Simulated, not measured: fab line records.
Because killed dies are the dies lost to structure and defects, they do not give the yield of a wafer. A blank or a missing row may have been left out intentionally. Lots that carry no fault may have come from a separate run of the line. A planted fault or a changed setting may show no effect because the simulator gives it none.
Chamber matching ; flow sky130 ; 4 sister chambers for SKY_VIA4_CMP_02 on cmp-01
The step polishes SiO2. 4 wafers are shown with their chamber, then 7 later ones without.

== WAFERS WITH THEIR CHAMBER ==
wafer;chamber;motor-current-A (A)
L608.4;1;12.4
L611.5;2;11.2
L614.1;3;11.4
L614.3;0;14.6

== WAFERS WITHOUT THEIR CHAMBER ==
wafer;motor-current-A (A)
L614.6;11.7
L619.1;10.9
L619.4;14.7
L619.6;12.1
L620.1;12.0
L620.3;14.9
L620.4;11.6

== WHICH CHAMBER EACH ONE RAN IN ==
wafer;from the rows above;in truth
L614.6;can't be placed: 3 or 2 or 1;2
L619.1;can't be placed: 2 or 3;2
L619.4;0;0
L619.6;can't be placed: 1 or 3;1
L620.1;can't be placed: 1 or 3 or 2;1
L620.3;0;0
L620.4;can't be placed: 3 or 2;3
Placed correctly: 2 of 7. Unplaceable from these rows: 5, with the true chamber sitting among the candidates in 5. Wrongly placed: 0.
How it was worked out, from the rows above alone: a wafer's distance from a chamber is the root of the sum, over the readings, of the square of ((its reading less the chamber's mean) divided by the reading's scatter). If the next closest chamber is less than 2 further off than the closest, the wafer can't be placed; otherwise it belongs to the closest. Each chamber's mean is taken over the wafers shown for it. The scatter: root of mean squared gap, hidden wafer to nearest shown wafer, with one shown wafer a chamber.
